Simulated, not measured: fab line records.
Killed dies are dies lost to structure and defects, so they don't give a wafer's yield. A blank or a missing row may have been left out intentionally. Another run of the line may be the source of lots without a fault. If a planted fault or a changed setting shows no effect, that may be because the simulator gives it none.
fab line records | flow sky130
[record] lots = 13 wafers = 39 lastDay = 50
route steps=708 shown CAPM@537 METAL3@567 PAD_OPEN@708
lots that met no fault: taken from a fault-free run of the same line
startH: start of the lot's first displayed wafer, in hours after the record's first day | waitH: hours since the lot's step before | " same as the row above | L1.1+2: a row that stands for several wafers | - no value present, or no start provided | * or withheld: withheld | < > ~ a bound
route shown NAME@n: NAME is a module with steps in the file, n the number in the route of the first one | usual: mean and standard deviation over wafers with no fault | same: alike in all rows | chamber/n: place in a boat | sites: the reading at each site | _std_site: the standard deviation of these | _edge_site: outer sites' mean less inner sites' | radiusMm: how far each site lies from the wafer's centre | mask NAME#n: copy n | behind: the most recent tool/chamber to have shaped the wafer | hold: reason for holding the lot/hours on hold/outcome of the hold | device: which transistor (n, p or np) failed to switch | end of line: the route-end tests of the same wafers | where a step has no rows: the recipe by itself | killed: count of dies lost to structure and defects at first sort (not the wafer's yield) | map: the dies of a wafer, with x for killed, . for not killed, _ for no die there
set.NAME: the setting that was run; set.NAME@STEP: the one run at that earlier step | model.NAME: the simulator's own value behind a step, which no gauge read
the route's steps for a sample of lots (tables are steps, rows are wafers)
services: the hour from which a tool's chamber was out of use, counted from the record's first day as startH (under 0 if before that day), plus the number of hours and why
[[steps]]
[step SKY_CAPM_CVD_00]
[recipe] material = SiO2 targetThkNm = 15.5 tempC = 400 timeS = withheld rfW = 450
[usual] heaterPowerW = 737/90
// columns lot.wafer tool chamber startH waitH heaterPowerW
L294.1 pecvd-02 0 862.37 0.0 650
L294.4 " 0 " " 642
L294.5 " 2 " " 768
L293.2 pecvd-03 2 871.34 0.0 611
L293.5 " 2 " " 617
L293.6 " 1 " " 766
L295.1 pecvd-02 0 872.29 0.0 593
L295.3 " 2 " " 762
L295.5 " 1 " " 602
L296.2 pecvd-03 1 880.72 0.0 792
L296.4 " 0 " " 899
L296.6 " 2 " " 728
L297.2 pecvd-02 2 893.57 0.0 864
L297.4 " 1 " " 661
L297.6 " 2 " " 849
L299.4 pecvd-03 2 914.14 0.0 698
L299.5 " 0 " " 838
L299.6 " 1 " " 714
L298.1 pecvd-02 0 916.54 0.0 657
L298.5 " 0 " " 661
L298.6 " 1 " " 652
L303.2 pecvd-01 0 933.51 0.0 739
L303.3 " 0 " " 731
L303.5 " 1 " " 669
L305.2 pecvd-02 2 951.99 0.0 895
L305.4 " 0 " " 568
L305.5 " 1 " " 595
L309.1 pecvd-03 0 984.85 0.0 913
L309.2 " 2 " " 657
L309.3 " 1 " " 693
L313.4 pecvd-03 2 1001.46 0.0 620
L313.5 " 0 " " 815
L313.6 " 1 " " 783
L314.1 pecvd-01 2 1007.94 0.0 848
L314.4 " 1 " " 693
L314.6 " 0 " " 768
L315.1 pecvd-01 1 1012.65 0.0 679
L315.2 " 0 " " 790
L315.4 " 1 " " 681
[step SKY_CAPM_THK_MEAS_01]
[recipe] reads = SiO2_of_CAPM_CVD_00
[usual] CAPM_CVD_00_THK = 15.46/0.22
// columns lot.wafer tool chamber startH waitH CAPM_CVD_00_THK[nm]
L294.1 filmMetro-04 - 862.39 - 15.18
L294.4 " - " " 15.58
L294.5 " - " " 15.65
L293.2 filmMetro-02 - 871.38 - 15.72
L293.5 " - " " 15.83
L293.6 " - " " 15.78
L295.1 filmMetro-03 - 872.32 - 15.60
L295.3 " - " " 15.32
L295.5 " - " " 15.89
L296.2 filmMetro-04 - 880.75 - 15.44
L296.4 " - " " 15.67
L296.6 " - " " 15.51
L297.2 filmMetro-03 - 893.60 - 15.35
L297.4 " - " " 15.59
L297.6 " - " " 15.51
L299.4 filmMetro-03 - 914.18 - 15.59
L299.5 " - " " 15.54
L299.6 " - " " 15.54
L298.1 filmMetro-04 - 916.56 - 15.49
L298.5 " - " " 15.58
L298.6 " - " " 15.45
L303.2 filmMetro-02 - 933.55 - 14.88
L303.3 " - " " 15.14
L303.5 " - " " 15.25
L305.2 filmMetro-02 - 952.02 - 15.35
L305.4 " - " " 9.71
L305.5 " - " " 15.52
L309.1 filmMetro-02 - 984.87 - 15.04
L309.2 " - " " 15.15
L309.3 " - " " 15.12
L313.4 filmMetro-04 - 1001.50 - 15.40
L313.5 " - " " 15.57
L313.6 " - " " 15.46
L314.1 filmMetro-04 - 1007.96 - 15.45
L314.4 " - " " 15.28
L314.6 " - " " 15.29
L315.1 filmMetro-04 - 1012.68 - 15.23
L315.2 " - " " 15.28
L315.4 " - " " 15.35
[step SKY_METAL3_ETCH_17]
[recipe] target = SiO2 stopOn = TiN chemistry = C4F8/O2/Ar sourceW = 1500 biasW = 1200 pressureMtorr = 40 c4f8FlowSccm = withheld O2_flow_sccm = 6 Ar_flow_sccm = 300 timeS = 3.9 targetDepthA = 150
[usual] biasW = 1200/3.2 oesProductAu = 0.753/0.0073
// columns lot.wafer tool chamber startH waitH biasW oesProductAu rfHoursCounterH
L294.1 rieDiel-03 0 914.55 0.1 1205 0.739 7
L294.4 " 1 " " 1197 0.755 13
L294.5 " 1 " " 1202 0.758 -
L293.2 rieDiel-03 3 922.99 0.1 1198 0.762 6
L293.5 " 1 " " 1201 0.755 -
L293.6 " 2 " " 1201 0.760 -
L295.1 rieDiel-04 1 923.64 0.1 1199 0.759 17
L295.3 " 2 " " 1202 0.739 16
L295.5 " 0 " " 1199 0.763 -
L296.2 rieDiel-03 3 932.46 0.1 1201 0.751 6
L296.4 " 1 " " 1197 0.764 13
L296.6 " 2 " " 1206 0.749 -
L297.2 rieDiel-01 1 944.44 0.1 1204 0.753 5
L297.4 " 1 " " 1202 0.754 -
L297.6 " 0 " " 1196 0.759 -
L299.4 rieDiel-01 2 963.25 0.0 1202 0.761 20
L299.5 " 1 " " 1194 0.757 -
L299.6 " 2 " " 1201 0.755 -
L298.1 rieDiel-04 3 966.75 0.1 1199 0.757 30
L298.5 " 1 " " 1199 0.764 -
L298.6 " 0 " " 1201 0.752 -
L303.2 rieDiel-03 3 983.84 0.1 1199 0.743 8
L303.3 " 2 " " 1204 0.745 9
L303.5 " 1 " " 1200 0.752 -
L305.2 rieDiel-04 3 1001.44 0.1 1192 0.754 31
L305.4 " 1 " " 1195 0.610 20
L305.5 " 3 " " 1199 0.760 -
L309.1 rieDiel-03 1 1031.86 0.1 1200 0.737 16
L309.2 " 0 " " 1200 0.743 10
L309.3 " 3 " " 1205 0.742 9
L313.4 rieDiel-01 1 1048.30 0.0 1199 0.755 8
L313.5 " 2 " " 1204 0.758 -
L313.6 " 3 " " 1205 0.752 -
L314.1 rieDiel-04 0 1054.46 0.1 1200 0.749 22
L314.4 " 2 " " 1197 0.745 -
L314.6 " 1 " " 1196 0.745 -
L315.1 rieDiel-01 1 1059.05 0.1 1201 0.755 8
L315.2 " 2 " " 1203 0.750 22
L315.4 " 0 " " 1199 0.757 22
[step SKY_PAD_OPEN_PROBE_99]
[usual] defectLimitedYield = 82.5/2 killed_at_M0_to_M3 = 44/7 killed_at_M4_up = 3.0/1.7 killedAtContacts = 24/5.2 killedAtFrontEnd = 15/4.8 killedAtOther = 0.2/0.56 killedDies = 86/9.7 killedOpen = 47/7.1 killedShort = 39/6.3
[same] grossDies = 492 killedAtBackSide = 0
// columns lot.wafer tool chamber startH waitH defectLimitedYield[%] killed_at_M0_to_M3 killed_at_M4_up killedAtContacts killedAtFrontEnd killedAtOther killedDies killedOpen killedShort
L293.2 prober-02 - 1096.88 0.1 82.7 45 2 24 14 0 85 48 37
L293.5 prober-02 - 1097.03 0.2 81.7 46 4 20 19 1 90 46 43
L293.6 prober-02 - 1097.08 0.2 83.1 47 4 24 8 0 83 43 40
L295.1 prober-01 - 1097.44 0.1 82.5 44 0 28 14 0 86 41 45
L295.3 prober-01 - 1097.54 0.2 81.3 51 3 23 15 0 92 57 35
L295.5 prober-01 - 1097.64 0.2 82.3 42 4 23 18 0 87 48 39
L297.2 prober-01 - 1112.09 0.1 79.3 45 7 24 26 0 102 52 50
L297.4 prober-01 - 1112.19 0.2 81.7 50 2 20 18 0 90 47 43
L297.6 prober-01 - 1112.29 0.2 85.0 42 1 22 9 0 74 43 31
L298.1 prober-01 - 1130.08 0.1 85.0 34 1 31 7 1 74 49 25
L298.5 prober-01 - 1130.28 0.2 83.3 42 6 20 14 0 82 41 41
L298.6 prober-01 - 1130.33 0.2 83.9 37 3 30 9 0 79 48 31
L305.2 prober-01 - 1159.59 0.1 81.5 51 4 21 14 1 91 51 39
L305.4 prober-01 - 1159.69 0.2 80.5 41 3 24 26 2 96 59 36
L305.5 prober-01 - 1159.74 0.2 80.7 52 3 25 14 1 95 52 43
L314.1 prober-01 - 1198.40 0.1 85.4 46 1 11 14 0 72 42 29
L314.4 prober-01 - 1198.55 0.2 81.7 50 5 22 13 0 90 49 40
L314.6 prober-01 - 1198.65 0.2 81.9 50 2 25 12 0 89 56 32
L315.1 prober-02 - 1200.04 0.1 81.7 40 3 32 15 0 90 54 36
L315.2 prober-02 - 1200.09 0.1 81.9 36 5 29 19 0 89 45 42
L315.4 prober-02 - 1200.19 0.2 78.5 64 3 22 17 0 106 50 55
// killed by level:class
L293.2 VIA1:geometricParticle:open=10 CONTACT:geometricParticle:open=9 METAL2:geometricParticle:short=8 LI_CONTACT:geometricParticle:open=7 VIA3:geometricParticle:open=6 POLY_GATE:geometricParticle:open=5 CONTACT:geometricParticle:short=5 VIA2:geometricParticle:open=5
L293.5 CONTACT:geometricParticle:open=11 VIA1:geometricParticle:open=10 POLY_GATE:geometricParticle:short=7 VIA1:geometricParticle:short=7 POLY_GATE:geometricParticle:open=6 VIA2:geometricParticle:open=6 METAL2:geometricParticle:short=5 VIA2:geometricParticle:short=5
L293.6 VIA1:geometricParticle:open=10 LI_CONTACT:geometricParticle:open=9 LI_CONTACT:geometricParticle:short=5 CONTACT:geometricParticle:open=5 METAL1:geometricParticle:short=5 VIA1:geometricParticle:short=5 METAL2:geometricParticle:short=5 METAL1:geometricParticle:open=4
L295.1 VIA1:geometricParticle:short=12 VIA1:geometricParticle:open=10 CONTACT:geometricParticle:open=8 LI_CONTACT:geometricParticle:open=6 VIA2:geometricParticle:open=6 LOCAL_INTERCONNECT:geometricParticle:short=5 CONTACT:geometricParticle:short=5 FIELD_ISO:geometricParticle:short=4
L295.3 VIA1:geometricParticle:open=14 CONTACT:geometricParticle:open=8 VIA3:geometricParticle:open=8 METAL3:geometricParticle:short=6 VIA2:geometricParticle:open=6 FIELD_ISO:geometricParticle:open=5 LI_CONTACT:geometricParticle:open=5 LI_CONTACT:geometricParticle:short=5
L295.5 CONTACT:geometricParticle:open=13 VIA1:geometricParticle:open=13 METAL2:geometricParticle:short=9 LI_CONTACT:geometricParticle:open=6 FIELD_ISO:geometricParticle:open=5 METAL1:geometricParticle:short=5 VIA1:geometricParticle:short=5 FIELD_ISO:geometricParticle:short=4
L297.2 CONTACT:geometricParticle:open=10 FIELD_ISO:geometricParticle:open=8 VIA1:geometricParticle:short=7 METAL2:geometricParticle:short=7 CONTACT:geometricParticle:short=5 METAL1:geometricParticle:short=5 VIA1:geometricParticle:open=5 VIA3:geometricParticle:open=5
L297.4 VIA1:geometricParticle:open=10 VIA3:geometricParticle:open=10 METAL1:geometricParticle:short=8 FIELD_ISO:geometricParticle:open=6 CONTACT:geometricParticle:open=6 FIELD_ISO:geometricParticle:short=5 LI_CONTACT:geometricParticle:short=4 CONTACT:geometricParticle:short=4
L297.6 VIA3:geometricParticle:open=9 VIA1:geometricParticle:open=9 CONTACT:geometricParticle:open=8 METAL1:geometricParticle:short=5 VIA2:geometricParticle:open=5 FIELD_ISO:geometricParticle:open=4 CONTACT:geometricParticle:short=4 LOCAL_INTERCONNECT:geometricParticle:short=3
L298.1 LI_CONTACT:geometricParticle:open=13 VIA1:geometricParticle:open=11 CONTACT:geometricParticle:open=8 VIA2:geometricParticle:open=7 CONTACT:geometricParticle:short=6 VIA3:geometricParticle:open=6 METAL2:geometricParticle:short=4 LOCAL_INTERCONNECT:geometricParticle:short=3
L298.5 METAL2:geometricParticle:short=10 VIA1:geometricParticle:open=9 CONTACT:geometricParticle:open=6 CONTACT:geometricParticle:short=6 VIA2:geometricParticle:open=6 METAL1:geometricParticle:short=5 FIELD_ISO:geometricParticle:open=4 METAL4:geometricParticle:short=4
L298.6 CONTACT:geometricParticle:open=11 LI_CONTACT:geometricParticle:open=8 VIA3:geometricParticle:open=8 VIA1:geometricParticle:open=7 LI_CONTACT:geometricParticle:short=5 VIA2:geometricParticle:open=5 VIA1:geometricParticle:short=4 VIA2:geometricParticle:short=4
L305.2 VIA1:geometricParticle:open=10 VIA2:geometricParticle:open=9 CONTACT:geometricParticle:open=8 VIA3:geometricParticle:open=6 METAL1:geometricParticle:short=5 VIA1:geometricParticle:short=4 FIELD_ISO:geometricParticle:short=4 LI_CONTACT:geometricParticle:open=4
L305.4 VIA1:geometricParticle:open=11 LI_CONTACT:geometricParticle:open=10 VIA3:geometricParticle:open=9 FIELD_ISO:geometricParticle:open=8 CONTACT:geometricParticle:open=8 FIELD_ISO:geometricParticle:short=6 POLY_GATE:geometricParticle:short=6 METAL1:geometricParticle:short=5
L305.5 VIA1:geometricParticle:open=15 CONTACT:geometricParticle:open=12 VIA3:geometricParticle:open=7 METAL2:geometricParticle:short=7 METAL1:geometricParticle:short=5 FIELD_ISO:geometricParticle:short=5 FIELD_ISO:geometricParticle:open=5 VIA2:geometricParticle:short=5
L314.1 VIA1:geometricParticle:open=14 VIA1:geometricParticle:short=8 METAL1:geometricParticle:short=5 VIA2:geometricParticle:open=5 LI_CONTACT:geometricParticle:open=4 VIA3:geometricParticle:open=4 POLY_GATE:geometricParticle:open=3 POLY_CUT:geometricParticle:open=3
L314.4 VIA3:geometricParticle:open=15 VIA1:geometricParticle:open=7 LI_CONTACT:geometricParticle:open=7 METAL2:geometricParticle:short=7 CONTACT:geometricParticle:open=6 FIELD_ISO:geometricParticle:open=4 METAL3:geometricParticle:short=4 VIA2:geometricParticle:open=4
L314.6 VIA1:geometricParticle:open=16 CONTACT:geometricParticle:open=10 VIA3:geometricParticle:open=9 LI_CONTACT:geometricParticle:open=6 VIA2:geometricParticle:open=5 CONTACT:geometricParticle:short=4 METAL1:geometricParticle:short=4 VIA1:geometricParticle:short=4
L315.1 CONTACT:geometricParticle:open=11 LI_CONTACT:geometricParticle:open=9 VIA2:geometricParticle:open=8 VIA1:geometricParticle:open=7 METAL2:geometricParticle:short=7 POLY_GATE:geometricParticle:open=5 LOCAL_INTERCONNECT:geometricParticle:short=5 CONTACT:geometricParticle:short=5
L315.2 CONTACT:geometricParticle:open=10 VIA2:geometricParticle:open=7 FIELD_ISO:geometricParticle:short=6 VIA3:geometricParticle:open=6 CONTACT:geometricParticle:short=5 VIA1:geometricParticle:open=5 FIELD_ISO:geometricParticle:open=4 LI_CONTACT:geometricParticle:short=4
L315.4 VIA1:geometricParticle:short=11 VIA2:geometricParticle:open=10 VIA1:geometricParticle:open=9 METAL2:geometricParticle:short=9 VIA3:geometricParticle:open=8 LI_CONTACT:geometricParticle:open=7 FIELD_ISO:geometricParticle:short=6 CONTACT:geometricParticle:open=6
[[services]]
// columns tool chamber startH hours kind
pecvd-03 1 840.78 - clean
pecvd-03 1 840.78 - consumableReplace:showerhead
pecvd-03 1 840.78 29.0 scheduledDown
pecvd-03 1 840.78 29.0 ventCycle
pecvd-02 1 842.62 5.5 scheduledDown
rieDiel-04 1 845.43 15.9 repair
rieDiel-03 0 869.24 8.0 repair
pecvd-01 1 872.14 5.8 repair
rieDiel-04 0 879.29 1.7 repair
pecvd-02 1 890.50 - calibration
rieDiel-03 - 898.13 2.8 pm
rieDiel-04 1 903.32 11.7 repair
pecvd-02 1 916.90 5.0 scheduledDown
pecvd-02 0 927.53 5.5 scheduledDown
pecvd-03 2 931.00 2.1 scheduledDown
rieDiel-04 - 939.67 0.3 repair
rieDiel-04 2 941.71 13.9 repair
rieDiel-01 2 943.47 7.2 repair
pecvd-02 0 980.74 5.5 scheduledDown
pecvd-01 2 1011.36 4.5 repair
rieDiel-01 3 1018.48 4.0 repair
rieDiel-04 3 1030.07 - clean
rieDiel-04 3 1030.07 36.6 scheduledDown
rieDiel-04 3 1030.07 36.6 ventCycle
[[key]]
[firstSign] step = SKY_CAPM_THK_MEAS_01 reading = CAPM_CVD_00_THK direction = down sigmas = 27 usual = 15.46 struck = 9.71
[effect] step = SKY_METAL3_ETCH_17 reading = oesProductAu direction = down sigmas = 20 usual = 0.753 struck = 0.610
metAt SKY_CAPM_CVD_00
struckLots L305
struckWafers L305.4
onsetBetween 916.54 951.99
[fault] kind = processParameterDrift tool = pecvd-02 chamber = 0 onsetH = 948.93 steps = SKY_CAPM_CVD_00 channel = timeS offset = withheld shape = step endH = 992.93 actsIn = *
